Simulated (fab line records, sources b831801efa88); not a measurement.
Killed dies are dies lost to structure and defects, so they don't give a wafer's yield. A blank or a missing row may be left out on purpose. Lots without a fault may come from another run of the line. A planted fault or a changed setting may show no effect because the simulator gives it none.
Chamber matching | flow gf180mcu | GF_V4_CMP_26 on cmp-01: 4 sister chambers
The step polishes, stops on SiO2, t overpolish 15 s, target thk 0 nm. 16 wafers are shown with their chamber, then 8 later ones without.

WAFERS WITH THEIR CHAMBER
wafer  | chamber | motor_current_A (A) | time_to_endpoint_s (s) | edge_zone_pressure_frac
L988.2 | 1       | 11.9                | 81                     | 0.997
L988.4 | 0       | 9.7                 | 83                     | 1.005
L988.6 | 0       | 9.8                 | 83                     | 1.005
L990.3 | 1       | 11.7                | 80                     | 1.002
L990.4 | 0       | 9.5                 | 85                     | 1.006
L990.6 | 2       | 9.6                 | 85                     | 1.001
L991.2 | 3       | 11.0                | 85                     | 1.007
L991.4 | 2       | 9.6                 | 85                     | 1.002
L991.6 | 2       | 9.0                 | 83                     | 1.002
L993.4 | 0       | 9.5                 | 85                     | 1.005
L993.5 | 3       | 11.7                | 83                     | 1.007
L993.6 | 0       | 9.5                 | 82                     | 1.006
L994.3 | 0       | 9.7                 | 85                     | 0.999
L994.4 | 1       | 11.6                | 81                     | 1.007
L994.5 | 3       | 11.1                | 90                     | 1.005
L996.1 | 1       | 11.6                | 78                     | 0.989

SIGNATURES (means of the wafers above)
reading                 | chamber 0 | chamber 1 | chamber 2 | chamber 3 | scatter within a chamber
motor_current_A         | 9.617     | 11.700    | 9.400     | 11.267    | 0.237
time_to_endpoint_s      | 83.83     | 80.00     | 84.33     | 86.00     | 1.9
edge_zone_pressure_frac | 1.00433   | 0.99875   | 1.00167   | 1.00633   | 0.00424
Rule: a wafer's distance from a chamber is the root of the sum, over the readings, of the square of ((its reading less the chamber's mean) divided by the reading's scatter). The wafer belongs to the nearest chamber; if the next one is less than 2 further off, it can't be placed. The scatter: the root of (the sum of the squares of (reading less its chamber's mean) over the shown wafers, divided by (wafers less chambers)).

WAFERS WITHOUT THEIR CHAMBER
wafer  | motor_current_A (A) | time_to_endpoint_s (s) | edge_zone_pressure_frac
L996.3 | 10.2                | 87                     | 1.002
L996.5 | 9.8                 | 90                     | 1.000
L101.3 | 9.5                 | 87                     | 1.005
L101.4 | 10.9                | 87                     | 0.999
L101.5 | 12.0                | 79                     | 0.998
L111.2 | 9.9                 | 84                     | 0.999
L111.3 | 9.2                 | 85                     | 0.991
L111.6 | 10.0                | 85                     | 1.000

WHICH CHAMBER EACH WENT THROUGH
wafer  | from the rows above          | in truth
L996.3 | can't be placed: 0 or 2 or 3 | 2
L996.5 | can't be placed: 2 or 0      | 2
L101.3 | can't be placed: 2 or 0      | 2
L101.4 | 3                            | 3
L101.5 | 1                            | 1
L111.2 | can't be placed: 0 or 2      | 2
L111.3 | can't be placed: 2 or 0      | 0
L111.6 | can't be placed: 0 or 2      | 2
Placed correctly: 2 of 8. Can't be placed from these rows: 6 (the true chamber is among the candidates in 6). Placed wrongly: 0.
